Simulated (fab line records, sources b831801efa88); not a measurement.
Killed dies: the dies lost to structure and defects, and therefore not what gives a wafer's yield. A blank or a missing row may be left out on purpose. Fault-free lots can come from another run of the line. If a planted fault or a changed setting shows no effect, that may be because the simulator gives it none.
The tool behind it: which one? || flow gf180mcu || 13 lots, 39 wafers sampled, at 6 steps of a route of 602

## WHAT EACH GAUGE READ, for each wafer
GF_MVSD_OVL_MEAS_07.
{"lot": "L261", "measured": "day 4 11:09", "on": "overlay-02", "MVSD_OVL (nm)": "2.3 2.4 2.4"}
{"lot": "L262", "measured": "day 4 15:33", "on": "overlay-01", "MVSD_OVL (nm)": "-0.5 1.0 0.6"}
{"lot": "L263", "measured": "day 4 20:43", "on": "overlay-02", "MVSD_OVL (nm)": "2.3 2.4 2.0"}
{"lot": "L266", "measured": "day 5 14:54", "on": "overlay-02", "MVSD_OVL (nm)": "1.3 2.6 1.0"}
{"lot": "L267", "measured": "day 5 21:54", "on": "overlay-02", "MVSD_OVL (nm)": "1.1 1.3 0.5"}
{"lot": "L268", "measured": "day 6 06:05", "on": "overlay-02", "MVSD_OVL (nm)": "-1.0 2.4 1.2"}
{"lot": "L269", "measured": "day 6 09:05", "on": "overlay-01", "MVSD_OVL (nm)": "-1.8 -0.5 -0.8"}
{"lot": "L272", "measured": "day 7 03:31", "on": "overlay-02", "MVSD_OVL (nm)": "2.4 2.6 3.4"}
{"lot": "L275", "measured": "day 7 19:34", "on": "overlay-02", "MVSD_OVL (nm)": "-1.5 -0.6 -0.1"}
{"lot": "L276", "measured": "day 8 01:00", "on": "overlay-01", "MVSD_OVL (nm)": "1.2 1.2 1.3"}
{"lot": "L279", "measured": "day 8 17:34", "on": "overlay-02", "MVSD_OVL (nm)": "6.7 5.5 2.3"}
{"lot": "L281", "measured": "day 9 06:28", "on": "overlay-01", "MVSD_OVL (nm)": "-1.3 -0.5 -2.6"}
{"lot": "L283", "measured": "day 9 17:22", "on": "overlay-02", "MVSD_OVL (nm)": "0.5 -2.1 -0.4"}

GF_PSD_RS_MEAS_14: measures by four-point-probe.
{"lot": "L261", "measured": "day 14 05:29", "on": "film_metro-01", "NSD_RS (ohm/sq)": "46.11 46.17 46.18"}
{"lot": "L262", "measured": "day 14 10:22", "on": "film_metro-04", "NSD_RS (ohm/sq)": "46.18 46.05 46.23"}
{"lot": "L263", "measured": "day 14 18:39", "on": "film_metro-04", "NSD_RS (ohm/sq)": "46.25 46.21 46.16"}
{"lot": "L266", "measured": "day 16 16:08", "on": "film_metro-02", "NSD_RS (ohm/sq)": "46.32 46.17 46.25"}
{"lot": "L267", "measured": "day 16 14:49", "on": "film_metro-02", "NSD_RS (ohm/sq)": "46.24 46.20 46.15"}
{"lot": "L268", "measured": "day 17 03:02", "on": "film_metro-01", "NSD_RS (ohm/sq)": "46.22 46.12 46.15"}
{"lot": "L269", "measured": "day 17 03:16", "on": "film_metro-02", "NSD_RS (ohm/sq)": "46.25 46.31 46.35"}
{"lot": "L272", "measured": "day 18 09:08", "on": "film_metro-02", "NSD_RS (ohm/sq)": "46.14 46.19 46.14"}
{"lot": "L275", "measured": "day 19 02:17", "on": "film_metro-02", "NSD_RS (ohm/sq)": "43.87 43.92 43.88"}
{"lot": "L276", "measured": "day 19 14:43", "on": "film_metro-01", "NSD_RS (ohm/sq)": "46.30 46.17 46.12"}
{"lot": "L279", "measured": "day 20 10:46", "on": "film_metro-01", "NSD_RS (ohm/sq)": "44.02 43.91 43.98"}
{"lot": "L281", "measured": "day 21 05:29", "on": "film_metro-02", "NSD_RS (ohm/sq)": "46.08 46.16 46.15"}
{"lot": "L283", "measured": "day 21 21:23", "on": "film_metro-04", "NSD_RS (ohm/sq)": "43.93 43.84 43.89"}

GF_V1_OVL_MEAS_15.
{"lot": "L261", "measured": "day 18 03:11", "on": "overlay-01", "V1_OVL (nm)": "9 9 3"}
{"lot": "L262", "measured": "day 18 06:04", "on": "overlay-02", "V1_OVL (nm)": "3 1 0"}
{"lot": "L263", "measured": "day 18 15:47", "on": "overlay-01", "V1_OVL (nm)": "0 4 10"}
{"lot": "L266", "measured": "day 20 18:55", "on": "overlay-02", "V1_OVL (nm)": "0 0 16"}
{"lot": "L267", "measured": "day 20 17:20", "on": "overlay-01", "V1_OVL (nm)": "14 5 11"}
{"lot": "L268", "measured": "day 21 06:32", "on": "overlay-01", "V1_OVL (nm)": "-5 3 4"}
{"lot": "L269", "measured": "day 21 06:52", "on": "overlay-01", "V1_OVL (nm)": "7 -5 -2"}
{"lot": "L272", "measured": "day 22 14:02", "on": "overlay-01", "V1_OVL (nm)": "2 -1 1"}
{"lot": "L275", "measured": "day 23 05:52", "on": "overlay-02", "V1_OVL (nm)": "0 7 6"}
{"lot": "L276", "measured": "day 23 17:26", "on": "overlay-02", "V1_OVL (nm)": "7 -1 5"}
{"lot": "L279", "measured": "day 24 12:08", "on": "overlay-01", "V1_OVL (nm)": "1 12 -4"}
{"lot": "L281", "measured": "day 25 04:53", "on": "overlay-02", "V1_OVL (nm)": "2 2 3"}
{"lot": "L283", "measured": "day 25 18:20", "on": "overlay-02", "V1_OVL (nm)": "0 5 10"}

## EACH LOT AND THE TOOL THAT RAN IT (in order: tool; ch and the chambers of the sampled wafers; start)
{"lot": "L261", "GF_NSD_IMPLANT_09": "implanter-01 ch 0, day 13 08:14", "GF_NSD_STRIP_11": "plasma_asher-03 ch 0,1, day 13 08:32", "GF_M1_SPUTTER_03": "pvd_sputter-04, day 16 03:26"}
{"lot": "L262", "GF_NSD_IMPLANT_09": "implanter-01 ch 0, day 13 13:09", "GF_NSD_STRIP_11": "plasma_asher-04 ch 0,1, day 13 13:27", "GF_M1_SPUTTER_03": "pvd_sputter-01, day 16 07:18"}
{"lot": "L263", "GF_NSD_IMPLANT_09": "implanter-04 ch 0, day 13 21:23", "GF_NSD_STRIP_11": "plasma_asher-01 ch 0, day 13 21:41", "GF_M1_SPUTTER_03": "pvd_sputter-04, day 16 16:40"}
{"lot": "L266", "GF_NSD_IMPLANT_09": "implanter-04 ch 0, day 15 17:27", "GF_NSD_STRIP_11": "plasma_asher-04 ch 1, day 15 17:44", "GF_M1_SPUTTER_03": "pvd_sputter-01, day 18 16:46"}
{"lot": "L267", "GF_NSD_IMPLANT_09": "implanter-02 ch 0, day 15 15:18", "GF_NSD_STRIP_11": "plasma_asher-03 ch 0,1, day 15 15:36", "GF_M1_SPUTTER_03": "pvd_sputter-02, day 18 15:39"}
{"lot": "L268", "GF_NSD_IMPLANT_09": "implanter-01 ch 0, day 16 02:26", "GF_NSD_STRIP_11": "plasma_asher-04 ch 0,1, day 16 02:44", "GF_M1_SPUTTER_03": "pvd_sputter-04, day 19 04:24"}
{"lot": "L269", "GF_NSD_IMPLANT_09": "implanter-02 ch 0, day 16 02:52", "GF_NSD_STRIP_11": "plasma_asher-01 ch 0,1, day 16 03:07", "GF_M1_SPUTTER_03": "pvd_sputter-02, day 19 04:56"}
{"lot": "L272", "GF_NSD_IMPLANT_09": "implanter-02 ch 0, day 17 08:51", "GF_NSD_STRIP_11": "plasma_asher-01 ch 0,1, day 17 09:08", "GF_M1_SPUTTER_03": "pvd_sputter-04, day 20 12:20"}
{"lot": "L275", "GF_NSD_IMPLANT_09": "implanter-02 ch 0, day 18 01:02", "GF_NSD_STRIP_11": "plasma_asher-03 ch 0,1, day 18 01:39", "GF_M1_SPUTTER_03": "pvd_sputter-01, day 21 06:02"}
{"lot": "L276", "GF_NSD_IMPLANT_09": "implanter-04 ch 0, day 18 14:06", "GF_NSD_STRIP_11": "plasma_asher-01 ch 0,1, day 18 14:24", "GF_M1_SPUTTER_03": "pvd_sputter-02, day 21 17:33"}
{"lot": "L279", "GF_NSD_IMPLANT_09": "implanter-01 ch 0, day 19 10:00", "GF_NSD_STRIP_11": "plasma_asher-01 ch 0,1, day 19 10:37", "GF_M1_SPUTTER_03": "pvd_sputter-02, day 22 12:44"}
{"lot": "L281", "GF_NSD_IMPLANT_09": "implanter-01 ch 0, day 20 04:24", "GF_NSD_STRIP_11": "plasma_asher-01 ch 0,1, day 20 04:42", "GF_M1_SPUTTER_03": "pvd_sputter-02, day 23 07:06"}
{"lot": "L283", "GF_NSD_IMPLANT_09": "implanter-02 ch 0, day 20 21:12", "GF_NSD_STRIP_11": "plasma_asher-01 ch 0,1, day 20 21:49", "GF_M1_SPUTTER_03": "pvd_sputter-04, day 23 22:07"}
- GF_NSD_IMPLANT_09
- GF_NSD_STRIP_11: strips in O2/N2.
- GF_M1_SPUTTER_03: material Ti, target thk 10 nm, time 6.7 s.

## WHAT THE TOOLS THEMSELVES READ (means of the sampled wafers that have a number; where no wafer has one, the mark that the record gives instead)
GF_NSD_STRIP_11.
{"lot": "L261", "tool": "plasma_asher-03", "drypump_motor_current_A (A)": 5.7, "heater_power_w (W)": 341, "oes_product_au (a.u.)": 0.485, "strip_time_to_endpoint_s (s)": 22.97}
{"lot": "L262", "tool": "plasma_asher-04", "drypump_motor_current_A (A)": 5.5, "heater_power_w (W)": 334, "oes_product_au (a.u.)": 0.489, "strip_time_to_endpoint_s (s)": 23.00}
{"lot": "L263", "tool": "plasma_asher-01", "drypump_motor_current_A (A)": 5.9, "heater_power_w (W)": 371, "oes_product_au (a.u.)": 0.484, "strip_time_to_endpoint_s (s)": 23.03}
{"lot": "L266", "tool": "plasma_asher-04", "drypump_motor_current_A (A)": 6.1, "heater_power_w (W)": 308, "oes_product_au (a.u.)": 0.488, "strip_time_to_endpoint_s (s)": 23.02}
{"lot": "L267", "tool": "plasma_asher-03", "drypump_motor_current_A (A)": 5.6, "heater_power_w (W)": 330, "oes_product_au (a.u.)": 0.487, "strip_time_to_endpoint_s (s)": 23.00}
{"lot": "L268", "tool": "plasma_asher-04", "drypump_motor_current_A (A)": 5.5, "heater_power_w (W)": 333, "oes_product_au (a.u.)": 0.488, "strip_time_to_endpoint_s (s)": 22.99}
{"lot": "L269", "tool": "plasma_asher-01", "drypump_motor_current_A (A)": 5.2, "heater_power_w (W)": 372, "oes_product_au (a.u.)": 0.487, "strip_time_to_endpoint_s (s)": 22.93}
{"lot": "L272", "tool": "plasma_asher-01", "drypump_motor_current_A (A)": 5.2, "heater_power_w (W)": 381, "oes_product_au (a.u.)": 0.489, "strip_time_to_endpoint_s (s)": 22.94}
{"lot": "L275", "tool": "plasma_asher-03", "drypump_motor_current_A (A)": 5.8, "heater_power_w (W)": 350, "oes_product_au (a.u.)": 0.475, "strip_time_to_endpoint_s (s)": 24.07}
{"lot": "L276", "tool": "plasma_asher-01", "drypump_motor_current_A (A)": 5.5, "heater_power_w (W)": 375, "oes_product_au (a.u.)": 0.491, "strip_time_to_endpoint_s (s)": 23.02}
{"lot": "L279", "tool": "plasma_asher-01", "drypump_motor_current_A (A)": 5.5, "heater_power_w (W)": 375, "oes_product_au (a.u.)": 0.478, "strip_time_to_endpoint_s (s)": 24.12}
{"lot": "L281", "tool": "plasma_asher-01", "drypump_motor_current_A (A)": 5.5, "heater_power_w (W)": 380, "oes_product_au (a.u.)": 0.490, "strip_time_to_endpoint_s (s)": 23.03}
{"lot": "L283", "tool": "plasma_asher-01", "drypump_motor_current_A (A)": 5.5, "heater_power_w (W)": 383, "oes_product_au (a.u.)": 0.474, "strip_time_to_endpoint_s (s)": 24.09}

GF_M1_SPUTTER_03.
{"lot": "L261", "tool": "pvd_sputter-04", "chamber_pressure_pa (Pa)": 0.2999, "throttle_valve_pct (%)": 30.3}
{"lot": "L262", "tool": "pvd_sputter-01", "chamber_pressure_pa (Pa)": 0.2999, "throttle_valve_pct (%)": 29.3}
{"lot": "L263", "tool": "pvd_sputter-04", "chamber_pressure_pa (Pa)": 0.3005, "throttle_valve_pct (%)": 31.6}
{"lot": "L266", "tool": "pvd_sputter-01", "chamber_pressure_pa (Pa)": 0.2997, "throttle_valve_pct (%)": 28.7}
{"lot": "L267", "tool": "pvd_sputter-02", "chamber_pressure_pa (Pa)": 0.3008, "throttle_valve_pct (%)": 31.2}
{"lot": "L268", "tool": "pvd_sputter-04", "chamber_pressure_pa (Pa)": 0.3001, "throttle_valve_pct (%)": 30.4}
{"lot": "L269", "tool": "pvd_sputter-02", "chamber_pressure_pa (Pa)": 0.2998, "throttle_valve_pct (%)": 30.4}
{"lot": "L272", "tool": "pvd_sputter-04", "chamber_pressure_pa (Pa)": 0.2996, "throttle_valve_pct (%)": 30.4}
{"lot": "L275", "tool": "pvd_sputter-01", "chamber_pressure_pa (Pa)": 0.3004, "throttle_valve_pct (%)": 29.1}
{"lot": "L276", "tool": "pvd_sputter-02", "chamber_pressure_pa (Pa)": 0.2997, "throttle_valve_pct (%)": 30.7}
{"lot": "L279", "tool": "pvd_sputter-02", "chamber_pressure_pa (Pa)": 0.2997, "throttle_valve_pct (%)": 30.3}
{"lot": "L281", "tool": "pvd_sputter-02", "chamber_pressure_pa (Pa)": 0.3002, "throttle_valve_pct (%)": 31.7}
{"lot": "L283", "tool": "pvd_sputter-04", "chamber_pressure_pa (Pa)": 0.2985, "throttle_valve_pct (%)": 30.4}

## THE ANSWER, worked out from the rows above alone
Rule: usual is defined by the lots themselves. Put in order of their means at a reading, lots are off if they are a third of the lots or fewer, leave a main group of 4 or more, and stand apart from it by a gap of 3 or more times the standard deviation of the main group's means; of several such gaps the widest counts. A main group whose means are all the same, to the digits that the tables above print for the reading, isn't used. Also off: a lot with no number at a reading for which 4 or more lots have one. The other lots that the step has rows for count as sound. The gauges are gone through in route order, then the tools' own readings, and for those a lot's mean is taken as printed above. The first step at which some lot is off is used, and at that step the reading that is off furthest; a lot without a number counts as furthest.
Off: at GF_PSD_RS_MEAS_14 (NSD_RS), L275, L279, L283. The main group: mean 46.19 ohm/sq, standard deviation 0.05.
If a tool, at a process step before that reading, ran all the lots that are off and no sound lot after the first of them, it fits. Not tried: the gauges at GF_PSD_RS_MEAS_14; whatever is off there is also off at GF_NSD_STRIP_11, on other tools, and gauge error can't account for it. No candidate that was tried fits.

## WHAT THE SIMULATOR HAD INSERTED
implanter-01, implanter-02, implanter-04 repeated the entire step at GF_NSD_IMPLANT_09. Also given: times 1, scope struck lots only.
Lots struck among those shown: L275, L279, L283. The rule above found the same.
